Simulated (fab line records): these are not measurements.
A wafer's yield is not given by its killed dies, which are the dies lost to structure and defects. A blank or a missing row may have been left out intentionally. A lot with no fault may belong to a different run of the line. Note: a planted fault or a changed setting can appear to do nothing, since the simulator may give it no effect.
The tool behind it: which one?	flow sky130	12 lots, 35 wafers sampled, at 3 steps of a route of 708

WHAT THE GAUGES SHOWED, per wafer
SKY_GATE_OXIDE_OVL_MEAS_10.
lot	measured	on	GATE_OXIDE_OVL (nm)
L202	day 13 12:38	overlay-02	-1.6 -0.1 -1.7
L203	day 13 17:04	overlay-01	0.3 2.3 1.3
L204	day 13 21:19	overlay-01	-1.2 -0.9 -0.8
L205	day 14 08:49	overlay-02	-4.4 -2.7 -2.3
L212	day 16 18:58	overlay-01	1.6 0.3
L213	day 16 23:48	overlay-01	0.4 0.9 1.4
L214	day 17 06:07	overlay-02	-1.0 -0.5 -0.3
L215	day 17 11:41	overlay-01	1.2 1.1 0.6
L216	day 18 00:19	overlay-02	-0.8 -2.6 -0.1
L219	day 19 04:34	overlay-01	1.8 0.0 1.2
L223	day 20 17:28	overlay-02	0.8 2.1 -1.1
L225	day 21 09:07	overlay-01	-0.7 -1.5 -0.1

SKY_LDD_LDN_TW_MEAS_13.
lot	measured	on	LDD_LDN_TW
L202	day 22 10:34	filmMetro-01	1491 1494 1483
L203	day 22 13:16	filmMetro-02	1488 1489 1481
L204	day 22 18:58	filmMetro-01	1493 1496 1489
L205	day 23 12:34	filmMetro-02	1486 1488 1496
L212	day 26 01:40	filmMetro-03	1483 1477
L213	day 26 06:27	filmMetro-01	1487 1485 1479
L214	day 26 14:36	filmMetro-01	1483 1481 1486
L215	day 26 16:37	filmMetro-01	1475 1490 1487
L216	day 27 03:12	filmMetro-01	1476 1482 1473
L219	day 28 08:28	filmMetro-03	1471 1469 1471
L223	day 30 02:10	filmMetro-03	1489 1491 1487
L225	day 30 05:04	filmMetro-03	1484 1483 1485

SKY_SD_N_RS_MEAS_17: the measuring method here is four-point-probe.
lot	measured	on	SD_P_RS (ohm/sq)
L202	day 27 13:21	filmMetro-03	147.5 146.8 147.5
L203	day 27 14:44	filmMetro-03	147.0 147.7 147.3
L204	day 27 20:38	filmMetro-03	147.7 147.9 147.7
L205	day 28 13:35	filmMetro-04	146.6 146.9 147.0
L212	day 30 20:06	filmMetro-04	146.5 146.7
L213	day 31 02:08	filmMetro-03	147.8 147.8 148.0
L214	day 31 08:49	filmMetro-04	147.7 147.6 147.5
L215	day 31 11:26	filmMetro-02	147.6 147.6 148.0
L216	day 31 18:56	filmMetro-03	147.3 147.2 146.8
L219	day 32 20:45	filmMetro-03	147.1 147.2 147.1
L223	day 34 13:28	filmMetro-04	147.0 147.0 147.4
L225	day 34 18:09	filmMetro-02	147.3 147.4 147.0

TOOL THAT RAN EACH LOT (tool first, then ch and the chambers of the sampled wafers, then the start)
Before these readings, the record contains no process step.

WHAT THE TOOLS THEMSELVES READ (means of the sampled wafers that have a number; where no wafer has one, the mark that the record gives instead)
The record holds no such reading with a usual standard deviation.

THE ANSWER, worked out from the rows above alone
Rule: what is usual is taken from the lots themselves. Put in order of their means at a reading, lots are off if they are a third of the lots or fewer, leave a main group of 4 or more, and stand apart from it by a gap of 3 or more times the standard deviation of the main group's means; of several such gaps the widest counts. The tables above print the reading to a certain number of digits; a main group whose means all agree to those digits is not used. A lot without any number at a reading at which 4 lots or more have one is off too. Where the step has rows for the other lots, those lots are counted as sound. Order of review: gauges by route order, followed by the tools' own readings, for which a lot's mean as printed above is used. At the first step where some lot is off, the reading lying furthest off is the one used; lots without a number count as furthest.
None of the lots is off at any reading shown; this tells nothing.

WHAT THE SIMULATOR HAD INSERTED
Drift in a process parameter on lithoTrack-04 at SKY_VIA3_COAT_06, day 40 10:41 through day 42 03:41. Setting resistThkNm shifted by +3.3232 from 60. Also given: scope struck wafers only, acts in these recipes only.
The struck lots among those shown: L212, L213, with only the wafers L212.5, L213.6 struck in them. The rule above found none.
